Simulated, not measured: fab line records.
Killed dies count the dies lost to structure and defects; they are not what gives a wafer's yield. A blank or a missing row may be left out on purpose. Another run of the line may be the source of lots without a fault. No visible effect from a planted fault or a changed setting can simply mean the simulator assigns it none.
The tool behind it: which one? | flow sky130 | 33 wafers from 11 lots sampled at 4 of the route's 708 steps

## WHAT THE GAUGES SHOWED, per wafer
SKY_CAPM_THK_MEAS_04: measures by xrf. Usual: CAPM_TIN_THK typically reads 200.6 nm, with standard deviation 2.2.
lot  | measured     | on            | CAPM_TIN_THK (nm) | flag
L202 | day 36 09:08 | film_metro-03 | 200.0 199.1 202.3 |
L203 | day 36 18:19 | film_metro-03 | 196.5 200.4 201.8 |
L205 | day 37 09:50 | film_metro-04 | 203.1 199.7 200.4 |
L206 | day 37 16:25 | film_metro-02 | 203.7 202.4 202.9 |
L207 | day 37 20:13 | film_metro-03 | 198.3 198.8 195.5 |
L208 | day 38 01:57 | film_metro-03 | 199.3 199.0 198.0 |
L211 | day 39 05:59 | film_metro-04 | 200.9 201.6 202.5 |
L215 | day 40 13:08 | film_metro-03 | 204.0 203.4 203.2 |
L218 | day 41 09:05 | film_metro-02 | 202.9 201.3 203.5 |
L219 | day 41 18:41 | film_metro-02 | 196.3 201.9 201.3 |
L222 | day 42 18:07 | film_metro-03 | 200.0 197.4 200.9 |

SKY_METAL3_CD_MEAS_13 targets a cd of 300 nm. Usual: cd_nm 299.8 nm, standard deviation 1.4.
lot  | measured     | on        | cd_nm (nm)        | flag
L202 | day 38 13:27 | cd_sem-02 | 300.4 302.4 302.5 |
L203 | day 38 22:17 | cd_sem-01 | 297.5 298.3 299.3 |
L205 | day 39 12:20 | cd_sem-02 | 300.8 300.4 302.0 |
L206 | day 39 19:11 | cd_sem-01 | 301.4 300.5 299.9 |
L207 | day 39 23:05 | cd_sem-01 | 301.0 299.1 300.4 |
L208 | day 40 03:40 | cd_sem-01 | 301.4 301.0 299.6 |
L211 | day 41 06:49 | cd_sem-02 | 299.8 299.6 298.4 |
L215 | day 42 13:08 | cd_sem-01 | 300.6 301.5 301.5 |
L218 | day 43 07:23 | cd_sem-02 | 299.8             |
L219 | day 43 17:34 | cd_sem-01 | 299.5             |
L222 | day 44 15:11 | cd_sem-01 | 298.6 298.1 296.4 |

## WHAT TOOL EACH LOT RAN ON (gives the tool, then ch and the chambers of the sampled wafers, and finally the start)
lot  | SKY_CAPM_METAL_ETCH_13            | SKY_CAPM_STRIP_14
L202 | rie_metal-03 ch 0,1, day 37 11:11 | plasma_asher-04 ch 0,1, day 37 11:16
L203 | rie_metal-03 ch 0,1, day 37 20:33 | plasma_asher-04 ch 0,1, day 37 20:38
L205 | rie_metal-03 ch 0,1, day 38 10:55 | plasma_asher-03 ch 0,1, day 38 11:00
L206 | rie_metal-04 ch 0,1, day 38 17:33 | plasma_asher-03 ch 1, day 38 17:38
L207 | rie_metal-03 ch 0,1, day 38 21:19 | plasma_asher-01 ch 0,1, day 38 21:23
L208 | rie_metal-03 ch 0,1, day 39 02:58 | plasma_asher-04 ch 0,1, day 39 03:03
L211 | rie_metal-04 ch 1, day 40 06:10   | plasma_asher-03 ch 0, day 40 06:15
L215 | rie_metal-04 ch 0,1, day 41 12:13 | plasma_asher-04 ch 0,1, day 41 12:18
L218 | rie_metal-04 ch 0,1, day 42 08:18 | plasma_asher-03 ch 0,1, day 42 08:23
L219 | rie_metal-04 ch 0,1, day 42 18:21 | plasma_asher-04 ch 0,1, day 42 18:26
L222 | rie_metal-03 ch 0,1, day 43 16:35 | plasma_asher-01 ch 0,1, day 43 16:40
- SKY_CAPM_METAL_ETCH_13: etches TiN in Cl2/BCl3, stops on SiO2, target depth 220 nm, time 62.9 s.
- SKY_CAPM_STRIP_14: strips in O2/N2.

## AS READ BY THE TOOLS THEMSELVES (means over the sampled wafers that have a number; for cases with no such wafer, the mark the record gives instead)
SKY_CAPM_METAL_ETCH_13. Usual: drypump_motor_current_A 5.8 A, standard deviation 0.5; oes_product_au 0.939 a.u., standard deviation 0.0074; rf_fwd_power_W 891 W, standard deviation 3.3; throttle_valve_pct 21.904 %, standard deviation 0.01.
lot  | tool         | drypump_motor_current_A (A) | oes_product_au (a.u.) | rf_fwd_power_W (W) | throttle_valve_pct (%) | flag
L202 | rie_metal-03 | 5.2                         | 0.935                 | 892                | 21.898                 |
L203 | rie_metal-03 | 5.4                         | 0.933                 | 890                | 21.912                 |
L205 | rie_metal-03 | 5.5                         | 0.941                 | 892                | 21.899                 |
L206 | rie_metal-04 | 6.1                         | 0.950                 | 891                | 21.891                 |
L207 | rie_metal-03 | 5.2                         | 0.932                 | 889                | 21.895                 |
L208 | rie_metal-03 | 5.3                         | 0.936                 | 890                | 21.915                 |
L211 | rie_metal-04 | 6.1                         | 0.947                 | 887                | 21.897                 |
L215 | rie_metal-04 | 6.1                         | 0.947                 | 889                | 21.907                 |
L218 | rie_metal-04 | 6.1                         | 0.924                 | 797                | 21.912                 | OFF
L219 | rie_metal-04 | 6.1                         | 0.915                 | 796                | 21.921                 | OFF
L222 | rie_metal-03 | 5.2                         | 0.933                 | 893                | 21.893                 |

SKY_CAPM_STRIP_14. Usual: drypump_motor_current_A 5.8 A, standard deviation 0.41; oes_product_au 0.710 a.u., standard deviation 0.0047; strip_time_to_endpoint_s 12.65 s, standard deviation 0.048.
lot  | tool            | drypump_motor_current_A (A) | oes_product_au (a.u.) | strip_time_to_endpoint_s (s) | flag
L202 | plasma_asher-04 | 5.5                         | 0.710                 | 12.61                        |
L203 | plasma_asher-04 | 5.8                         | 0.705                 | 12.66                        |
L205 | plasma_asher-03 | 5.8                         | 0.712                 | 12.69                        |
L206 | plasma_asher-03 | 5.9                         | 0.709                 | 12.68                        |
L207 | plasma_asher-01 | 6.3                         | 0.711                 | 12.60                        |
L208 | plasma_asher-04 | 5.7                         | 0.710                 | 12.65                        |
L211 | plasma_asher-03 | 5.5                         | 0.712                 | 12.65                        |
L215 | plasma_asher-04 | 5.7                         | 0.711                 | 12.60                        |
L218 | plasma_asher-03 | 5.8                         | 0.713                 | 12.80                        | OFF
L219 | plasma_asher-04 | 5.5                         | 0.710                 | 12.75                        |
L222 | plasma_asher-01 | 6.4                         | 0.709                 | 12.69                        |

## THE ANSWER, worked out from the rows above alone
Rule: lot off if the mean of its wafers having a number is beyond 3 standard deviations from the usual mean. Also off: a lot with no number at a reading for which 4 or more lots have one. The other lots that the step has rows for count as sound. First the gauges in route order, then the tools' own readings, where a lot's mean is used as printed above. At the first step where some lot is off, the reading lying furthest off is the one used; lots without a number count as furthest.
Off, at SKY_CAPM_METAL_ETCH_13 on rf_fwd_power_W: L218, L219.
A tool fits if, at that step or a process step before it, it ran every lot that is off, and no sound lot after the first of them. One fits: rie_metal-04 at SKY_CAPM_METAL_ETCH_13. Its last sound lot is L215 (day 41 12:13), its first lot that is off L218 (day 42 08:18): a fault that began between those two fits.
The tool's own readings at SKY_CAPM_METAL_ETCH_13 bear it out: on the lots that are off they differ by more than 5 times the standard deviation of the sound lots' means. rf_fwd_power_W reads 796 W there against 890 W on the sound lots.

## WHAT THE SIMULATOR HAD PUT IN
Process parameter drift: rie_metal-04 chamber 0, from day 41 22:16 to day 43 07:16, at SKY_CAPM_METAL_ETCH_13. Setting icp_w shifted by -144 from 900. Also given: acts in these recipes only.
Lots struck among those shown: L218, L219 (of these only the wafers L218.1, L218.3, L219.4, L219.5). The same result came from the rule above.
